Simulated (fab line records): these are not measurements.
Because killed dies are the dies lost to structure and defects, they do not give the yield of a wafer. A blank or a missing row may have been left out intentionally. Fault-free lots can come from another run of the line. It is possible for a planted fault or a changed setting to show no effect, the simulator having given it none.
The tool behind it: which one? :: flow gf180mcu :: Sampling: 14 lots, 42 wafers, 4 of 602 route steps

== WHAT EACH GAUGE READ, for each wafer ==
GF_DUAL_GATE_THK_MEAS_03. Usual: DUAL_GATE_OXIDATION_00_THK typically reads 10.96 nm, with standard deviation 0.24.
lot: L488
measured: day 7 17:11
on: filmMetro-03
DUAL_GATE_OXIDATION_00_THK (nm): 11.09 11.23 11.07
flag: 

lot: L489
measured: day 7 22:14
on: filmMetro-03
DUAL_GATE_OXIDATION_00_THK (nm): 11.17 11.09 11.02
flag: 

lot: L491
measured: day 8 09:58
on: filmMetro-02
DUAL_GATE_OXIDATION_00_THK (nm): 11.10 11.09 11.02
flag: 

lot: L492
measured: day 8 17:49
on: filmMetro-02
DUAL_GATE_OXIDATION_00_THK (nm): 11.22 11.08 11.14
flag: 

lot: L493
measured: day 9 00:56
on: filmMetro-03
DUAL_GATE_OXIDATION_00_THK (nm): 11.06 10.91 10.78
flag: 

lot: L495
measured: day 9 12:24
on: filmMetro-02
DUAL_GATE_OXIDATION_00_THK (nm): 10.91 11.00 11.01
flag: 

lot: L498
measured: day 10 14:14
on: filmMetro-01
DUAL_GATE_OXIDATION_00_THK (nm): 10.61 11.06 10.96
flag: 

lot: L499
measured: day 10 17:28
on: filmMetro-02
DUAL_GATE_OXIDATION_00_THK (nm): 11.11 11.32 10.92
flag: 

lot: L501
measured: day 11 05:41
on: filmMetro-02
DUAL_GATE_OXIDATION_00_THK (nm): 10.96 11.08 11.06
flag: 

lot: L502
measured: day 11 14:53
on: filmMetro-02
DUAL_GATE_OXIDATION_00_THK (nm): 10.75 10.64 10.55
flag: 

lot: L508
measured: day 13 07:16
on: filmMetro-03
DUAL_GATE_OXIDATION_00_THK (nm): 11.24 10.92 11.12
flag: 

lot: L509
measured: day 13 15:19
on: filmMetro-03
DUAL_GATE_OXIDATION_00_THK (nm): 10.72 10.89 10.93
flag: 

lot: L510
measured: day 13 22:04
on: filmMetro-03
DUAL_GATE_OXIDATION_00_THK (nm): 10.56 10.54 10.50
flag: 

lot: L511
measured: day 14 07:26
on: filmMetro-01
DUAL_GATE_OXIDATION_00_THK (nm): 10.79 10.91 10.93
flag: 

GF_POLY_GATE_CD_MEAS_10: the cd target is 280 nm. Usual: 279.1 nm for cdNm, sd 1.2.
lot: L488
measured: day 9 05:38
on: cdSem-01
cdNm (nm): 279.8 279.8 279.5
flag: 

lot: L489
measured: day 9 10:37
on: cdSem-02
cdNm (nm): 278.9 279.7 280.2
flag: 

lot: L491
measured: day 9 23:34
on: cdSem-01
cdNm (nm): 278.9 278.4 279.4
flag: 

lot: L492
measured: day 10 07:36
on: cdSem-02
cdNm (nm): 279.6 280.2 280.3
flag: 

lot: L493
measured: day 10 15:36
on: cdSem-01
cdNm (nm): 281.1 280.8 281.0
flag: 

lot: L495
measured: day 11 02:23
on: cdSem-02
cdNm (nm): 276.6 276.8 277.3
flag: 

lot: L498
measured: day 12 05:33
on: cdSem-02
cdNm (nm): 280.1 278.0 278.4
flag: 

lot: L499
measured: day 12 10:09
on: cdSem-01
cdNm (nm): 279.5 280.2 278.7
flag: 

lot: L501
measured: day 12 23:05
on: cdSem-02
cdNm (nm): - - -
flag: OFF

lot: L502
measured: day 13 08:58
on: cdSem-01
cdNm (nm): - - -
flag: OFF

lot: L508
measured: day 15 05:29
on: cdSem-02
cdNm (nm): 279.6 278.1 279.7
flag: 

lot: L509
measured: day 15 12:22
on: cdSem-02
cdNm (nm): 277.6 278.0 278.8
flag: 

lot: L510
measured: day 15 21:22
on: cdSem-01
cdNm (nm): 279.3 278.3 278.6
flag: 

lot: L511
measured: day 16 05:49
on: cdSem-01
cdNm (nm): 279.9 279.8 279.6
flag: 

GF_HV_LDD_OVL_MEAS_08. Usual: HV_LDD_OVL typically reads 0.9 nm, with standard deviation 1.3.
lot: L488
measured: day 10 01:43
on: overlay-02
HV_LDD_OVL (nm): 0.5 0.1 -0.6
flag: 

lot: L489
measured: day 10 07:46
on: overlay-01
HV_LDD_OVL (nm): 3.9 1.2 2.2
flag: 

lot: L491
measured: day 10 19:35
on: overlay-02
HV_LDD_OVL (nm): 0.5 0.5 0.9
flag: 

lot: L492
measured: day 11 04:01
on: overlay-01
HV_LDD_OVL (nm): -1.3 -0.2 -0.5
flag: 

lot: L493
measured: day 11 12:41
on: overlay-01
HV_LDD_OVL (nm): 0.2 -0.2 1.0
flag: 

lot: L495
measured: day 11 23:02
on: overlay-02
HV_LDD_OVL (nm): 2.1 0.4 1.0
flag: 

lot: L498
measured: day 13 02:32
on: overlay-01
HV_LDD_OVL (nm): -0.3 2.0 1.4
flag: 

lot: L499
measured: day 13 08:44
on: overlay-02
HV_LDD_OVL (nm): -0.1 0.6 -0.3
flag: 

lot: L508
measured: day 16 05:51
on: overlay-02
HV_LDD_OVL (nm): 1.4 3.5 0.3
flag: 

lot: L509
measured: day 16 12:20
on: overlay-02
HV_LDD_OVL (nm): 1.6 1.0 2.2
flag: 

lot: L510
measured: day 16 21:10
on: overlay-02
HV_LDD_OVL (nm): 0.9 -0.2 2.2
flag: 

lot: L511
measured: day 17 07:14
on: overlay-01
HV_LDD_OVL (nm): 0.6 0.9 0.5
flag: 

== TOOL THAT RAN EACH LOT (tool first, then ch and the chambers of the sampled wafers, then the start) ==
lot: L488
GF_POLY_GATE_DEVELOP_09: lithoTrack-02 ch 0, day 9 05:29

lot: L489
GF_POLY_GATE_DEVELOP_09: lithoTrack-01 ch 0, day 9 10:28

lot: L491
GF_POLY_GATE_DEVELOP_09: lithoTrack-01 ch 0, day 9 23:25

lot: L492
GF_POLY_GATE_DEVELOP_09: lithoTrack-04 ch 0, day 10 07:28

lot: L493
GF_POLY_GATE_DEVELOP_09: lithoTrack-04 ch 0, day 10 15:28

lot: L495
GF_POLY_GATE_DEVELOP_09: lithoTrack-02 ch 0, day 11 02:14

lot: L498
GF_POLY_GATE_DEVELOP_09: lithoTrack-04 ch 0, day 12 05:25

lot: L499
GF_POLY_GATE_DEVELOP_09: lithoTrack-02 ch 0, day 12 10:01

lot: L501
GF_POLY_GATE_DEVELOP_09: lithoTrack-02, day 12 22:56

lot: L502
GF_POLY_GATE_DEVELOP_09: lithoTrack-02, day 13 08:49

lot: L508
GF_POLY_GATE_DEVELOP_09: lithoTrack-04 ch 0, day 15 05:22

lot: L509
GF_POLY_GATE_DEVELOP_09: lithoTrack-01 ch 0, day 15 12:13

lot: L510
GF_POLY_GATE_DEVELOP_09: lithoTrack-01 ch 0, day 15 21:13

lot: L511
GF_POLY_GATE_DEVELOP_09: lithoTrack-02 ch 0, day 16 05:40
- GF_POLY_GATE_DEVELOP_09: develop time 60 s.

== WHAT THE TOOLS THEMSELVES READ (means of the sampled wafers that have a number; where no wafer has one, the mark that the record gives instead) ==
GF_POLY_GATE_DEVELOP_09. Usual: chillPlateTempC 23.01 C, standard deviation 0.11; developerTempC 21.01 C, standard deviation 0.12.
lot: L488
tool: lithoTrack-02
chillPlateTempC (C): 22.91
developerTempC (C): 21.03
flag: 

lot: L489
tool: lithoTrack-01
chillPlateTempC (C): 23.04
developerTempC (C): 20.78
flag: 

lot: L491
tool: lithoTrack-01
chillPlateTempC (C): 22.89
developerTempC (C): 20.99
flag: 

lot: L492
tool: lithoTrack-04
chillPlateTempC (C): 22.96
developerTempC (C): 21.16
flag: 

lot: L493
tool: lithoTrack-04
chillPlateTempC (C): 23.01
developerTempC (C): 20.98
flag: 

lot: L495
tool: lithoTrack-02
chillPlateTempC (C): 22.97
developerTempC (C): 20.86
flag: 

lot: L498
tool: lithoTrack-04
chillPlateTempC (C): 22.93
developerTempC (C): 20.93
flag: 

lot: L499
tool: lithoTrack-02
chillPlateTempC (C): 23.03
developerTempC (C): 20.85
flag: 

lot: L501
tool: lithoTrack-02
chillPlateTempC (C): -
developerTempC (C): -
flag: OFF

lot: L502
tool: lithoTrack-02
chillPlateTempC (C): -
developerTempC (C): -
flag: OFF

lot: L508
tool: lithoTrack-04
chillPlateTempC (C): 23.07
developerTempC (C): 20.96
flag: 

lot: L509
tool: lithoTrack-01
chillPlateTempC (C): 23.21
developerTempC (C): 21.09
flag: 

lot: L510
tool: lithoTrack-01
chillPlateTempC (C): 23.19
developerTempC (C): 21.13
flag: 

lot: L511
tool: lithoTrack-02
chillPlateTempC (C): 22.94
developerTempC (C): 20.92
flag: 

== THE ANSWER, worked out from the rows above alone ==
Rule: a lot is off if the mean of its wafers that have a number lies more than 3 standard deviations from the usual mean. A lot without any number at a reading at which 4 lots or more have one is off too. The other lots that the step has rows for count as sound. After the gauges, taken in route order, come the tools' own readings; for these a lot's mean is taken, as printed above. At the first step where some lot is off, the reading lying furthest off is the one used; lots without a number count as furthest.
Off: L501, L502 (GF_POLY_GATE_CD_MEAS_10, cdNm). Without a number there: L501, L502.
A tool fits if, at a process step before that reading, it ran every lot that is off, and no sound lot after the first of them. The gauges at GF_POLY_GATE_CD_MEAS_10 aren't tried: what is off there is off at GF_POLY_GATE_DEVELOP_09 too, on other tools, and a gauge's error can't cause that. Of those tried, none fits.

== WHAT THE SIMULATOR PUT IN ==
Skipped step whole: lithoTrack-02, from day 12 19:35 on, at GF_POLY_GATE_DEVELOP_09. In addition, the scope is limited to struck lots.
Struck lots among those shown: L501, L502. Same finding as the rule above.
